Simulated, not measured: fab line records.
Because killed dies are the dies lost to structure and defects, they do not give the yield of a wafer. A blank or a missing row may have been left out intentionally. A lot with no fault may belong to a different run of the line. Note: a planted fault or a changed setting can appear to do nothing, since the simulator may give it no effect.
Matching of chambers / flow sfqLine / SFQ_TRILAYER_I3_DEP_PECVD_081 on pecvd-03: 3 sister chambers
The step deposits SiO2 from SiH4/N2O, time 111.11 s, target thk 500 nm. 3 wafers are shown with their chamber, then 8 later ones without.

== WAFERS PAIRED WITH THEIR CHAMBERS ==
wafer=L582.3; chamber=1; throttleValvePct (%)=24.9
wafer=L582.5; chamber=2; throttleValvePct (%)=24.1
wafer=L583.4; chamber=0; throttleValvePct (%)=26.6

== WAFERS MISSING THEIR CHAMBER ==
wafer=L583.5; throttleValvePct (%)=24.7
wafer=L583.6; throttleValvePct (%)=23.9
wafer=L585.4; throttleValvePct (%)=24.0
wafer=L585.5; throttleValvePct (%)=26.1
wafer=L585.6; throttleValvePct (%)=24.9
wafer=L587.1; throttleValvePct (%)=24.7
wafer=L587.2; throttleValvePct (%)=26.4
wafer=L587.3; throttleValvePct (%)=24.1

== CHAMBER TAKEN BY EACH ==
wafer=L583.5; from the rows above=can't be placed: 1 or 2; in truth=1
wafer=L583.6; from the rows above=2; in truth=2
wafer=L585.4; from the rows above=2; in truth=2
wafer=L585.5; from the rows above=0; in truth=0
wafer=L585.6; from the rows above=1; in truth=1
wafer=L587.1; from the rows above=can't be placed: 1 or 2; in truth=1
wafer=L587.2; from the rows above=0; in truth=0
wafer=L587.3; from the rows above=2; in truth=2
Correct placement for 6 of the 8. Cannot be placed on the basis of these rows: 2; the candidates contain the true chamber in 2. Number placed wrongly: 0.
How it was worked out, from the rows above alone: a wafer's distance from a chamber is the root of the sum, over the readings, of the square of ((its reading less the chamber's mean) divided by the reading's scatter). If the next closest chamber is less than 2 further off than the closest, the wafer can't be placed; otherwise it belongs to the closest. Each chamber's mean is taken over the wafers shown for it. The scatter: root of mean squared gap, hidden wafer to nearest shown wafer, with one shown wafer a chamber.
